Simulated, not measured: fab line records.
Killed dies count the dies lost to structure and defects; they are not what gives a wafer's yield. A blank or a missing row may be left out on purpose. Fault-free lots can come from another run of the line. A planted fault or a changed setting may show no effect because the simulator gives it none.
fab line records	flow sky130	part 1 of 2: steps 1 to 43 of 44
[record] lots = 6	wafers = 18	last-day = 50
route steps=708 shown SONOS_TUNNEL@160 SONOS_ONO@168 GATE_OXIDE@187 PAD_OPEN@708
lots that met no fault: taken from a fault-free run of the same line
start-h: start of the lot's first displayed wafer, in hours after the record's first day	wait-h: hours from the lot's prior step to this one	" same as the row above	L1.1+2: a single row standing in for several wafers	- value missing, or start not given	* or withheld: withheld	< > ~ a bound
route shown NAME@n: a module of which the file shows steps, and the number in the route of the first	usual: mean and standard deviation over wafers with no fault	same: alike in all rows	chamber/n: place in a boat	sites: the reading at each site	_std_site: how widely they spread, as a standard deviation	_edge_site: the outer-site mean with the inner-site mean subtracted	radius-mm: how far each site lies from the wafer's centre	mask NAME#n: copy n	behind: the most recent tool/chamber to have shaped the wafer	hold: why the lot was held/for how many hours/how that ended	device: the transistor (n, p or np) that didn't switch	end of line: the same wafers' tests at the end of the route	step lacking rows: just its recipe	killed: dies lost to structure and defects at the first sort, not the wafer's yield	map: a wafer's dies, marking killed ones x, the rest . and places with no die _
set.NAME: the run value of the setting; set.NAME@STEP: its run value at that earlier step	model.NAME: the simulator's own value behind a step, which no gauge read
lots at some steps of the route; a table a step, a row a wafer
services: from which hour (start-h, from the record's first day; less than 0 if before it) a tool's chamber was out of use, for how many hours, and why
[[steps]]
[step SKY_SONOS_TUNNEL_DEVELOP_06]
[recipe] resist = NOVOLAK	developer = TMAH	develop-time-s = 60	dev-temp-c = 23
[step SKY_SONOS_TUNNEL_CD_MEAS_07]
[recipe] target-cd-nm = 410
[usual] cd-nm = 410.1/2.3
lot.wafer	tool	chamber	start-h	wait-h	cd-nm
L805.1	cd-sem-02	-	267.50	0.1	409.4
L805.3	"	-	"	"	409.9
L805.6	"	-	"	"	411.0
L812.2	cd-sem-01	-	326.52	0.1	410.5
L812.3	"	-	"	"	409.5
L812.4	"	-	"	"	411.2
L813.2	cd-sem-01	-	334.47	0.1	412.1
L813.4	"	-	"	"	413.0
L813.6	"	-	"	"	410.7
L822.3	cd-sem-01	-	408.39	0.1	413.8
L822.4	"	-	"	"	411.0
L822.5	"	-	"	"	413.1
L823.1	cd-sem-01	-	409.53	0.1	406.0
L823.4	"	-	"	"	405.7
L823.6	"	-	"	"	405.8
L826.1	cd-sem-02	-	428.45	0.1	412.2
L826.5	"	-	"	"	410.8
L826.6	"	-	"	"	411.5
[step SKY_SONOS_TUNNEL_OVL_MEAS_08]
[usual] SONOS_TUNNEL_OVL = 0.2/1.8
lot.wafer	tool	chamber	start-h	wait-h	SONOS_TUNNEL_OVL[nm]
L805.1	overlay-01	-	267.62	0.1	-0.2
L805.3	"	-	"	"	0.6
L805.6	"	-	"	"	-1.5
L812.2	overlay-01	-	326.63	0.1	-0.1
L812.3	"	-	"	"	0.5
L812.4	"	-	"	"	0.5
L813.2	overlay-01	-	334.58	0.1	2.6
L813.4	"	-	"	"	1.0
L813.6	"	-	"	"	0.4
L822.3	overlay-01	-	408.48	0.1	0.8
L822.4	"	-	"	"	0.9
L822.5	"	-	"	"	-0.3
L823.1	overlay-02	-	409.65	0.1	-0.3
L823.4	"	-	"	"	0.1
L823.6	"	-	"	"	-0.4
L826.1	overlay-02	-	428.57	0.1	1.6
L826.5	"	-	"	"	1.2
L826.6	"	-	"	"	-0.8
[step SKY_SONOS_TUNNEL_IMPLANT_09]
[recipe] species = B	energy-kev = 20.31	dose-cm2 = 1e+12	tilt-deg = withheld
[step SKY_SONOS_TUNNEL_WET_ETCH_10]
[recipe] chemistry = dHF	target-depth-nm = 14	target = SiO2	dilution = 100:1	temp-c = 25	time-s = 280
[step SKY_SONOS_TUNNEL_STRIP_11]
[recipe] chemistry = SPM	time-s = 600	temp-c = 130
[step SKY_SONOS_TUNNEL_TW_MEAS_12]
[usual] SONOS_TUNNEL_TW = 198/3.2
lot.wafer	tool	chamber	start-h	wait-h	SONOS_TUNNEL_TW
L805.1	film-metro-03	-	268.15	0.0	200
L805.3	"	-	"	"	200
L805.6	"	-	"	"	200
L812.2	film-metro-02	-	327.08	0.0	193
L812.3	"	-	"	"	193
L812.4	"	-	"	"	193
L813.2	film-metro-02	-	335.03	0.0	193
L813.4	"	-	"	"	194
L813.6	"	-	"	"	195
L822.3	film-metro-04	-	409.03	0.0	200
L822.4	"	-	"	"	200
L822.5	"	-	"	"	200
L823.1	film-metro-04	-	410.09	0.0	201
L823.4	"	-	"	"	201
L823.6	"	-	"	"	201
L826.1	film-metro-03	-	429.02	0.0	200
L826.5	"	-	"	"	200
L826.6	"	-	"	"	200
[step SKY_SONOS_TUNNEL_CLEAN_13]
[recipe] chemistry = dHF	time-s = 20	dilution = 100:1	dry = ipa-marangoni
[step SKY_SONOS_ONO_OXIDATION_00]
[recipe] temp-c = 800	ambient = O2	idle-temp-c = 700	ramp-up-c-per-min = 10	ramp-down-c-per-min = 3	stabilise-s = 600	purge-s = 300	target-thk-a = 26	ox-time-s = 1249
[step SKY_SONOS_ONO_THK_MEAS_01]
[recipe] reads = SiO2_of_SONOS_ONO_OXIDATION_00
[usual] SONOS_ONO_OXIDATION_THK = 2.61/0.064
lot.wafer	tool	chamber	start-h	wait-h	SONOS_ONO_OXIDATION_THK[nm]
L805.1	film-metro-01	-	269.57	0.0	2.62
L805.3	"	-	"	"	2.63
L805.6	"	-	"	"	2.63
L812.2	film-metro-02	-	330.32	0.0	2.71
L812.3	"	-	"	"	2.67
L812.4	"	-	"	"	2.70
L813.2	film-metro-03	-	336.46	0.0	2.54
L813.4	"	-	"	"	2.57
L813.6	"	-	"	"	2.52
L823.1	film-metro-02	-	412.56	0.0	2.74
L823.4	"	-	"	"	2.70
L823.6	"	-	"	"	2.72
L822.3	film-metro-03	-	412.58	0.0	2.61
L822.4	"	-	"	"	2.51
L822.5	"	-	"	"	2.61
L826.1	film-metro-02	-	431.31	0.0	2.72
L826.5	"	-	"	"	2.68
L826.6	"	-	"	"	2.72
[step SKY_SONOS_ONO_CVD_02]
[recipe] material = Si3N4	precursor = DCS/NH3	target-thk-nm = 10.5	temp-c = 770	time-s = 180	pressure-mtorr = 250
[step SKY_SONOS_ONO_THK_MEAS_03]
[recipe] reads = Si3N4_of_SONOS_ONO_CVD_02
[usual] SONOS_ONO_CVD_02_THK = 10.44/0.14
lot.wafer	tool	chamber	start-h	wait-h	SONOS_ONO_CVD_02_THK[nm]
L805.1	film-metro-03	-	272.85	0.0	10.54
L805.3	"	-	"	"	10.50
L805.6	"	-	"	"	10.52
L812.2	film-metro-03	-	331.43	0.0	10.27
L812.3	"	-	"	"	10.12
L812.4	"	-	"	"	10.14
L813.2	film-metro-03	-	337.57	0.0	10.30
L813.4	"	-	"	"	10.33
L813.6	"	-	"	"	10.36
L823.1	film-metro-02	-	414.30	0.0	10.44
L823.4	"	-	"	"	10.38
L823.6	"	-	"	"	10.33
L822.3	film-metro-03	-	414.32	0.0	10.66
L822.4	"	-	"	"	10.72
L822.5	"	-	"	"	10.73
L826.1	film-metro-02	-	432.42	0.0	10.31
L826.5	"	-	"	"	10.53
L826.6	"	-	"	"	10.41
[step SKY_SONOS_ONO_CVD_04]
[recipe] material = SiO2	precursor = SiH4/N2O	target-thk-nm = 5.7199	temp-c = 900	pressure-mtorr = 400
[usual] pressure-mtorr = 400.0/0.76	spike-tc-lower-C = 899.4/1.2	zone-power-bottom-pct = 26.4/0.33
lot.wafer	tool	chamber	start-h	wait-h	pressure-mtorr	spike-tc-lower-C	zone-power-bottom-pct	model.SiO2_of_SONOS_ONO_CVD_04.thk-nm
L805.1	lpcvd-03	0	272.91	0.1	401.5	900.7	26.3	5.502
L805.3	"	0	"	"	400.2	901.1	26.6	5.639
L805.6	"	0	"	"	400.5	900.7	26.1	5.537
L812.2	lpcvd-03	0	331.48	0.0	480.3	900.6	26.2	6.305
L812.3	"	0	"	"	480.6	901.2	25.7	6.207
L812.4	"	0	"	"	479.7	899.0	26.1	6.35
L813.2	lpcvd-03	0	337.62	0.0	479.0	901.5	26.3	6.249
L813.4	"	0	"	"	479.3	900.2	26.2	6.279
L813.6	"	0	"	"	479.2	900.5	26.2	6.205
L822.3	lpcvd-03	0	414.36	0.0	399.3	897.6	26.3	5.713
L822.4	"	0	"	"	399.2	898.5	25.7	5.691
L822.5	"	0	"	"	399.9	900.6	26.6	5.585
L823.1	lpcvd-03	0	414.36	0.1	400.1	898.7	26.2	5.791
L823.4	"	0	"	"	399.0	899.8	26.6	5.826
L823.6	"	0	"	"	400.0	900.0	26.3	5.704
L826.1	lpcvd-03	0	432.48	0.1	398.4	901.4	26.4	5.626
L826.5	"	0	"	"	399.7	899.2	26.0	5.693
L826.6	"	0	"	"	400.4	898.8	26.3	5.704
[step SKY_SONOS_ONO_THK_MEAS_05]
[recipe] reads = SiO2_of_SONOS_ONO_CVD_04
[usual] SONOS_ONO_CVD_04_THK = 5.69/0.1
lot.wafer	tool	chamber	start-h	wait-h	SONOS_ONO_CVD_04_THK[nm]
L805.1	film-metro-03	-	274.16	0.0	5.57
L805.3	"	-	"	"	5.64
L805.6	"	-	"	"	5.57
L812.2	film-metro-03	-	332.74	0.0	6.32
L812.3	"	-	"	"	6.19
L812.4	"	-	"	"	6.36
L813.2	film-metro-03	-	338.88	0.0	6.26
L813.4	"	-	"	"	6.29
L813.6	"	-	"	"	6.28
L823.1	film-metro-02	-	415.61	0.0	5.78
L823.4	"	-	"	"	5.79
L823.6	"	-	"	"	5.70
L822.3	film-metro-03	-	415.63	0.0	5.73
L822.4	"	-	"	"	5.73
L822.5	"	-	"	"	5.51
L826.1	film-metro-01	-	433.73	0.0	5.67
L826.5	"	-	"	"	5.72
L826.6	"	-	"	"	5.75
[step SKY_SONOS_ONO_DEHYDRATE_06]
[recipe] temp-c = 200	time-s = 60
[step SKY_SONOS_ONO_HMDS_07]
[recipe] prime-time-s = 60	prime-temp-c = 120
[step SKY_SONOS_ONO_COAT_08]
[recipe] resist = NOVOLAK	spin-rpm = 3000	resist-thk-nm = 1140
[step SKY_SONOS_ONO_SOFTBAKE_09]
[recipe] temp-c = 90	time-s = 60	resist = NOVOLAK
[step SKY_SONOS_ONO_EXPOSE_10]
[recipe] mask-id = ONOM	target-cd-nm = 410	na = 0.6	source-shape = conventional	sigma-outer = 0.6	dose-mj = 150
[step SKY_SONOS_ONO_PEB_11]
[recipe] temp-c = withheld	time-s = *	resist = NOVOLAK
[step SKY_SONOS_ONO_DEVELOP_12]
[recipe] develop-time-s = 60	dev-temp-c = 23
[step SKY_SONOS_ONO_CD_MEAS_13]
[recipe] target-cd-nm = 410
[usual] cd-nm = 410.2/2.4
lot.wafer	tool	chamber	start-h	wait-h	cd-nm
L805.1	cd-sem-02	-	298.75	0.1	413.1
L805.3	"	-	"	"	410.8
L805.6	"	-	"	"	413.1
L812.2	cd-sem-01	-	359.00	0.1	409.2
L812.3	"	-	"	"	411.5
L812.4	"	-	"	"	410.4
L813.2	cd-sem-02	-	365.40	0.1	407.3
L813.4	"	-	"	"	407.7
L813.6	"	-	"	"	408.4
L823.1	cd-sem-02	-	445.45	0.1	408.7
L823.4	"	-	"	"	409.0
L823.6	"	-	"	"	410.2
L822.3	cd-sem-01	-	445.52	0.1	411.5
L822.4	"	-	"	"	412.5
L822.5	"	-	"	"	412.6
L826.1	cd-sem-02	-	464.13	0.1	408.3
L826.5	"	-	"	"	411.2
L826.6	"	-	"	"	410.5
[step SKY_SONOS_ONO_OVL_MEAS_14]
[usual] SONOS_ONO_OVL = 0.5/1.6
lot.wafer	tool	chamber	start-h	wait-h	SONOS_ONO_OVL[nm]
L805.1	overlay-01	-	298.87	0.1	3.8
L805.3	"	-	"	"	3.9
L805.6	"	-	"	"	2.9
L812.2	overlay-01	-	359.10	0.1	1.9
L812.3	"	-	"	"	-0.6
L812.4	"	-	"	"	0.8
L813.2	overlay-01	-	365.51	0.1	2.5
L813.4	"	-	"	"	1.4
L813.6	"	-	"	"	0.2
L823.1	overlay-01	-	445.57	0.1	1.6
L823.4	"	-	"	"	-0.2
L823.6	"	-	"	"	0.5
L822.3	overlay-02	-	445.61	0.1	0.9
L822.4	"	-	"	"	0.3
L822.5	"	-	"	"	-0.2
L826.1	overlay-01	-	464.25	0.1	-2.9
L826.5	"	-	"	"	0.0
L826.6	"	-	"	"	-1.0
[step SKY_SONOS_ONO_ETCH_15]
[recipe] target-depth-nm = 19.52	chemistry = CHF3/O2	source-w = 600	bias-w = 200	pressure-mtorr = 40	chf3-flow-sccm = 50	O2_flow_sccm = 5	time-s = 7.8
[usual] drypump-motor-current-A = 5.7/0.45	oes-product-au = 1.004/0.014	throttle-valve-pct = 8.826/0.0086
lot.wafer	tool	chamber	start-h	wait-h	drypump-motor-current-A	oes-product-au	rf-hours-counter-h	throttle-valve-pct
L805.1	rie-diel-02	1	298.90	0.0	5.6	0.992	78	8.828
L805.3	"	2	"	"	5.2	1.026	73	8.829
L805.6	"	1	"	"	5.6	0.991	-	8.828
L812.2	rie-diel-04	3	359.13	0.0	5.9	1.005	78	8.830
L812.3	"	2	"	"	6.3	0.967	1	8.817
L812.4	"	1	"	"	6.3	1.021	13	8.837
L813.2	rie-diel-04	0	365.54	0.0	5.7	0.993	2	8.829
L813.4	"	1	"	"	6.3	1.003	13	8.821
L813.6	"	2	"	"	6.3	0.975	-	8.804
L823.1	rie-diel-01	0	445.60	0.0	5.3	1.018	98	8.823
L823.4	"	0	"	"	5.3	1.012	-	8.829
L823.6	"	3	"	"	5.1	1.010	-	8.825
L822.3	rie-diel-02	3	445.64	0.0	5.7	0.993	66	8.825
L822.4	"	2	"	"	5.3	1.022	76	8.829
L822.5	"	2	"	"	5.2	1.011	-	8.834
L826.1	rie-diel-01	2	464.29	0.0	6.4	0.985	0	8.815
L826.5	"	3	"	"	5.1	1.018	-	8.819
L826.6	"	1	"	"	5.3	1.003	-	8.813
[step SKY_SONOS_ONO_WET_ETCH_16]
[recipe] chemistry = dHF	target-depth-nm = 14	dry = n2-spin	target = SiO2	dilution = 100:1	temp-c = 25	time-s = 280
[step SKY_SONOS_ONO_STRIP_17]
[recipe] chemistry = O2/N2	power-w = 1400	pressure-mtorr = 1500	platen-temp-c = withheld	o2-flow-sccm = 3000	n2-flow-sccm = 300	overash-fraction = 0.5
[usual] drypump-motor-current-A = 5.7/0.35	oes-product-au = 0.710/0.0048	strip-time-to-endpoint-s = 14.10/0.046
lot.wafer	tool	chamber	start-h	wait-h	drypump-motor-current-A	oes-product-au	rf-hours-counter-h	strip-time-to-endpoint-s
L805.1	plasma-asher-04	0	299.03	0.0	6.0	0.720	11	14.11
L805.3	"	1	"	"	5.7	0.712	-	14.09
L805.6	"	1	"	"	5.7	0.711	-	14.13
L812.2	plasma-asher-03	1	359.24	0.0	6.0	0.705	58	14.15
L812.3	"	1	"	"	6.0	0.709	-	14.19
L812.4	"	0	"	"	5.0	0.709	-	14.12
L813.2	plasma-asher-03	0	365.64	0.0	5.1	0.712	58	14.11
L813.4	"	1	"	"	6.0	0.706	-	14.10
L813.6	"	0	"	"	5.1	0.711	-	14.12
L823.1	plasma-asher-03	1	445.71	0.0	6.0	0.708	66	14.12
L823.4	"	0	"	"	5.1	0.708	-	14.08
L823.6	"	1	"	"	6.0	0.718	-	14.10
L822.3	plasma-asher-02	1	445.78	0.0	5.8	0.706	-	14.17
L822.4	"	0	"	"	5.6	0.715	-	14.14
L822.5	"	1	"	"	5.7	0.709	-	14.12
L826.1	plasma-asher-04	0	464.39	0.0	6.0	0.706	27	14.08
L826.5	"	0	"	"	6.0	0.708	-	14.08
L826.6	"	1	"	"	5.6	0.706	-	14.03
[step SKY_SONOS_ONO_WET_ETCH_18]
[recipe] chemistry = H3PO4	target-depth-nm = 15	target = Si3N4	temp-c = 160	time-s = 172
[step SKY_GATE_OXIDE_CLEAN_00]
[recipe] chemistry = SC1/SC2	mix = 1:4:20	temp-c = 70	time-s = 150	dry = n2-spin
[step SKY_GATE_OXIDE_OXIDATION_01]
[recipe] temp-c = 900	ambient = O2	stabilise-s = 600	purge-s = 300	target-thk-a = 102.68	ox-time-s = 1473
[step SKY_GATE_OXIDE_THK_MEAS_02]
[recipe] reads = SiO2_of_GATE_OXIDE_OXIDATION_01
[usual] GATE_OXIDE_OXIDATION_00_THK = 10.21/0.19
lot.wafer	tool	chamber	start-h	wait-h	GATE_OXIDE_OXIDATION_00_THK[nm]
L805.1	film-metro-02	-	300.66	0.0	10.24
L805.3	"	-	"	"	10.20
L805.6	"	-	"	"	10.19
L812.2	film-metro-04	-	365.98	0.0	9.84
L812.3	"	-	"	"	9.83
L812.4	"	-	"	"	9.78
L813.2	film-metro-01	-	371.54	0.0	10.22
L813.4	"	-	"	"	10.08
L813.6	"	-	"	"	10.19
L823.1	film-metro-02	-	447.65	0.0	10.11
L823.4	"	-	"	"	10.23
L823.6	"	-	"	"	10.21
L822.3	film-metro-04	-	447.67	0.0	10.24
L822.4	"	-	"	"	10.31
L822.5	"	-	"	"	10.33
L826.1	film-metro-01	-	466.01	0.0	10.38
L826.5	"	-	"	"	10.28
L826.6	"	-	"	"	10.39
[step SKY_GATE_OXIDE_DEHYDRATE_03]
[recipe] temp-c = 200	time-s = 60
[step SKY_GATE_OXIDE_HMDS_04]
[recipe] prime-time-s = 60	prime-temp-c = 120
[step SKY_GATE_OXIDE_COAT_05]
[recipe] resist = NOVOLAK	spin-rpm = 3000	resist-thk-nm = 1140
[step SKY_GATE_OXIDE_SOFTBAKE_06]
[recipe] temp-c = 90	time-s = 60	resist = NOVOLAK
[step SKY_GATE_OXIDE_EXPOSE_07]
[recipe] mask-id = LVOM	na = 0.6	source-shape = conventional	sigma-outer = 0.6	polarization = unpolarized	target-cd-nm = 600	dose-mj = 170
[step SKY_GATE_OXIDE_PEB_08]
[recipe] temp-c = withheld	time-s = *	resist = NOVOLAK
[step SKY_GATE_OXIDE_DEVELOP_09]
[recipe] resist = NOVOLAK	developer = TMAH	develop-time-s = 60	dev-temp-c = 23
[step SKY_GATE_OXIDE_OVL_MEAS_10]
[usual] GATE_OXIDE_OVL = 0.5/1.7
lot.wafer	tool	chamber	start-h	wait-h	GATE_OXIDE_OVL[nm]
L805.1	overlay-02	-	326.63	0.1	2.7
L805.3	"	-	"	"	1.3
L805.6	"	-	"	"	1.6
L812.2	overlay-01	-	393.91	0.1	0.5
L812.3	"	-	"	"	0.8
L812.4	"	-	"	"	0.1
L813.2	overlay-01	-	398.63	0.1	-1.0
L813.4	"	-	"	"	-0.4
L813.6	"	-	"	"	0.1
L822.3	overlay-02	-	479.56	0.1	1.4
L822.4	"	-	"	"	1.3
L822.5	"	-	"	"	3.4
L823.1	overlay-01	-	479.68	0.1	2.4
L823.4	"	-	"	"	1.6
L823.6	"	-	"	"	0.5
L826.1	overlay-01	-	496.88	0.1	-1.5
L826.5	"	-	"	"	-2.3
L826.6	"	-	"	"	0.8
[step SKY_GATE_OXIDE_IMPLANT_11]
[recipe] species = B	energy-kev = 9.842	dose-cm2 = 2.6e+12	tilt-deg = withheld
[step SKY_GATE_OXIDE_WET_ETCH_12]
[recipe] chemistry = dHF	target-depth-nm = 16.8	dry = n2-spin	target = SiO2	dilution = 100:1	temp-c = 25	time-s = 336
[step SKY_GATE_OXIDE_STRIP_13]
[recipe] chemistry = O2/N2	power-w = 1400	pressure-mtorr = 1500	platen-temp-c = withheld	o2-flow-sccm = 3000	n2-flow-sccm = 300	overash-fraction = 0.5
[usual] drypump-motor-current-A = 5.8/0.43	oes-product-au = 0.716/0.0049	strip-time-to-endpoint-s = 14.19/0.038
lot.wafer	tool	chamber	start-h	wait-h	drypump-motor-current-A	oes-product-au	rf-hours-counter-h	strip-time-to-endpoint-s
L805.1	plasma-asher-01	0	326.92	0.0	6.3	0.719	61	14.13
L805.3	"	1	"	"	5.4	0.716	-	14.13
L805.6	"	1	"	"	5.4	0.721	-	14.17
L812.2	plasma-asher-04	1	394.19	0.0	5.7	0.710	20	14.22
L812.3	"	0	"	"	6.0	0.703	-	14.27
L812.4	"	1	"	"	5.7	0.716	-	14.27
L813.2	plasma-asher-04	0	399.02	0.0	6.0	0.716	20	14.13
L813.4	"	1	"	"	5.7	0.725	-	14.14
L813.6	"	1	"	"	5.7	0.717	-	14.14
L822.3	plasma-asher-03	0	479.87	0.0	5.1	0.716	-	14.17
L822.4	"	1	"	"	6.0	0.712	-	14.23
L822.5	"	0	"	"	5.0	0.724	-	14.16
L823.1	plasma-asher-04	0	479.96	0.0	6.0	0.711	29	14.17
L823.4	"	0	"	"	6.0	0.722	-	14.16
L823.6	"	0	"	"	6.0	0.722	-	14.13
L826.1	plasma-asher-01	1	497.18	0.0	5.4	0.716	78	14.22
L826.5	"	0	"	"	6.3	0.719	-	14.17
L826.6	"	1	"	"	5.4	0.723	-	14.15
[step SKY_GATE_OXIDE_TW_MEAS_14]
[usual] GATE_OXIDE_TW = 222/3.3
lot.wafer	tool	chamber	start-h	wait-h	GATE_OXIDE_TW
L805.1	film-metro-01	-	327.02	0.1	220
L805.3	"	-	"	"	221
L805.6	"	-	"	"	220
L812.2	film-metro-01	-	394.30	0.1	220
L812.3	"	-	"	"	221
L812.4	"	-	"	"	220
L813.2	film-metro-04	-	399.13	0.1	227
L813.4	"	-	"	"	227
L813.6	"	-	"	"	226
L822.3	film-metro-01	-	479.96	0.1	221
L822.4	"	-	"	"	222
L822.5	"	-	"	"	222
L823.1	film-metro-04	-	480.06	0.1	227
L823.4	"	-	"	"	225
L823.6	"	-	"	"	226
L826.1	film-metro-02	-	497.28	0.1	218
L826.5	"	-	"	"	219
L826.6	"	-	"	"	219
[step SKY_GATE_OXIDE_CLEAN_15]
[recipe] chemistry = SC1/SC2	mix = 1:4:20	temp-c = 70	time-s = 150	dry = n2-spin
[usual] bath-guard-temp-C = 70.1/0.34
lot.wafer	tool	chamber	start-h	wait-h	bath-guard-temp-C	model.SiO2_of_SONOS_ONO_CVD_04.thk-nm
L805.1	wet-bench-02	0	327.08	0.1	70.0	3.996
L805.3	"	0	"	"	69.9	4.135
L805.6	"	0	"	"	70.3	4.031
L812.2	wet-bench-04	0	394.35	0.0	69.5	4.784
L812.3	"	0	"	"	70.0	4.681
L812.4	"	0	"	"	69.6	4.82
L813.2	wet-bench-02	1	399.18	0.0	70.4	4.722
L813.4	"	1	"	"	70.5	4.75
L813.6	"	1	"	"	70.4	4.674
L822.3	wet-bench-03	2	480.00	0.0	70.3	4.21
L822.4	"	2	"	"	70.6	4.196
L822.5	"	2	"	"	70.6	4.087
L823.1	wet-bench-02	2	480.12	0.1	70.2	4.276
L823.4	"	2	"	"	70.7	4.315
L823.6	"	2	"	"	70.1	4.19
L826.1	wet-bench-03	2	497.34	0.1	70.7	4.103
L826.5	"	2	"	"	70.4	4.166
L826.6	"	2	"	"	70.3	4.184
[[key]]
[first-sign] step = SKY_SONOS_ONO_CVD_04	reading = pressure-mtorr	direction = up	sigmas = 99+	usual = 400.0	struck = 479.7
[effect] step = SKY_SONOS_ONO_THK_MEAS_05	reading = SONOS_ONO_CVD_04_THK	direction = up	sigmas = 5.6	usual = 5.69	struck = 6.28
[model-effect] step = SKY_SONOS_ONO_CVD_04	value = SiO2_of_SONOS_ONO_CVD_04.thk-nm	without = 5.72	struck = 6.266
[model-effect] step = SKY_GATE_OXIDE_CLEAN_15	value = SiO2_of_SONOS_ONO_CVD_04.thk-nm	without = 4.193	struck = 4.739
[model-effect] step = SKY_PAD_OPEN_PROBE_99	value = etest.sonos-erased.drive-ua-um	without = 193.4	struck = 164.3
met-at SKY_SONOS_ONO_CVD_04
struck-wafers L812.2,L812.3,L812.4,L813.2,L813.4,L813.6
tester-left-out L812,L813
onset-between 272.91 331.48
[fault] kind = process-parameter-drift	tool = lpcvd-03	chamber = 0	onset-h = 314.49	steps = SKY_SONOS_ONO_CVD_04	channel = pressure-mtorr	offset = 80	shape = step	end-h = 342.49	stated = 400
// tester-left-out: of these lots the tester's yield and bins aren't shown, on N5 and GAA mostly nor the transistor test; their killed dies are dies lost to structure and defects alone, not to doping, threshold or leakage, so they don't give the yield
